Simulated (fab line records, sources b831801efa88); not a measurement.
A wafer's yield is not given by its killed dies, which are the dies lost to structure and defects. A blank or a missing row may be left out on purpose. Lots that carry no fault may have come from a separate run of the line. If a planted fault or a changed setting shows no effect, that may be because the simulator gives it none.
Which tool is to blame? -- flow gf180mcu -- at 1 step of a route of 602, 7 lots with 21 wafers sampled

WHAT THE GAUGES SHOWED, per wafer
GF_VT_IMPLANT_OVL_MEAS_40.
lot,measured,on,VT_IMPLANT_03_OVL (nm)
L928,day 8 06:09,overlay-01,-0.2 -1.4 -0.4
L932,day 9 11:13,overlay-02,2.0 0.9 0.0
L934,day 10 01:21,overlay-01,1.2 0.6 -0.2
L940,day 11 21:16,overlay-02,-1.2 -1.4 0.0
L943,day 12 13:28,overlay-01,-1.6 -1.2 -1.9
L945,day 13 03:19,overlay-02,-0.2 1.1 -0.2
L947,day 13 16:01,overlay-02,2.4 -0.5 -0.3

WHICH TOOL RAN EACH LOT (tool, then ch and the chambers of the sampled wafers, then the start)
Record: no process step prior to these readings.

THE ANSWER, worked out from the rows above alone
Rule: the usual values come from the lots themselves. Put in order of their means at a reading, lots are off if they are a third of the lots or fewer, leave a main group of 4 or more, and stand apart from it by a gap of 3 or more times the standard deviation of the main group's means; of several such gaps the widest counts. The tables above print the reading to a certain number of digits; a main group whose means all agree to those digits is not used. A lot without any number at a reading at which 4 lots or more have one is off too. The other lots that the step has rows for count as sound.
Nothing can be told from this: no lot is off at any reading shown.

WHAT HAD BEEN PUT IN BY THE SIMULATOR
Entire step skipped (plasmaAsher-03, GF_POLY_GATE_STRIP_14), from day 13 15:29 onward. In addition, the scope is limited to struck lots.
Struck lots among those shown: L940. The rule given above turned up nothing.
